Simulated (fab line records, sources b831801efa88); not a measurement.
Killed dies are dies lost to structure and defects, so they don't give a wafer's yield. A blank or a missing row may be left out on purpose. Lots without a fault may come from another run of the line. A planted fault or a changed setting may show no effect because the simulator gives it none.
Chamber matching | flow sky130 | SKY_GATE_OXIDE_CLEAN_15 on wet_bench-03: 3 sister chambers
The step cleans in SC1/SC2, time 150 s. 14 wafers are shown with their chamber, then 7 later ones without.

WAFERS WITH THEIR CHAMBER
wafer  | chamber | run_length_s (s)
L214.3 | 1       | 183
L214.4 | 1       | 183
L214.5 | 1       | 183
L215.2 | 0       | 175
L215.3 | 0       | 175
L215.5 | 0       | 175
L216.4 | 1       | 182
L216.5 | 1       | 182
L216.6 | 1       | 182
L218.2 | 2       | 182
L218.3 | 2       | 182
L218.4 | 2       | 182
L222.1 | 2       | 174
L222.5 | 2       | 174

SIGNATURES (means of the wafers above)
reading      | chamber 0 | chamber 1 | chamber 2 | scatter within a chamber
run_length_s | 175.00    | 182.50    | 178.80    | 2.67
Rule: a wafer's distance from a chamber is the root of the sum, over the readings, of the square of ((its reading less the chamber's mean) divided by the reading's scatter). The wafer belongs to the nearest chamber; if the next one is less than 2 further off, it can't be placed. The scatter: the root of (the sum of the squares of (reading less its chamber's mean) over the shown wafers, divided by (wafers less chambers)).

WAFERS WITHOUT THEIR CHAMBER
wafer  | run_length_s (s)
L222.6 | 174
L224.3 | 176
L224.4 | 176
L224.6 | 176
L226.1 | 175
L226.4 | 175
L226.5 | 175

WHICH CHAMBER EACH WENT THROUGH
wafer  | from the rows above     | in truth
L222.6 | can't be placed: 0 or 2 | 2
L224.3 | can't be placed: 0 or 2 | 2
L224.4 | can't be placed: 0 or 2 | 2
L224.6 | can't be placed: 0 or 2 | 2
L226.1 | can't be placed: 0 or 2 | 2
L226.4 | can't be placed: 0 or 2 | 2
L226.5 | can't be placed: 0 or 2 | 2
Placed correctly: 0 of 7. Can't be placed from these rows: 7 (the true chamber is among the candidates in 7). Placed wrongly: 0.
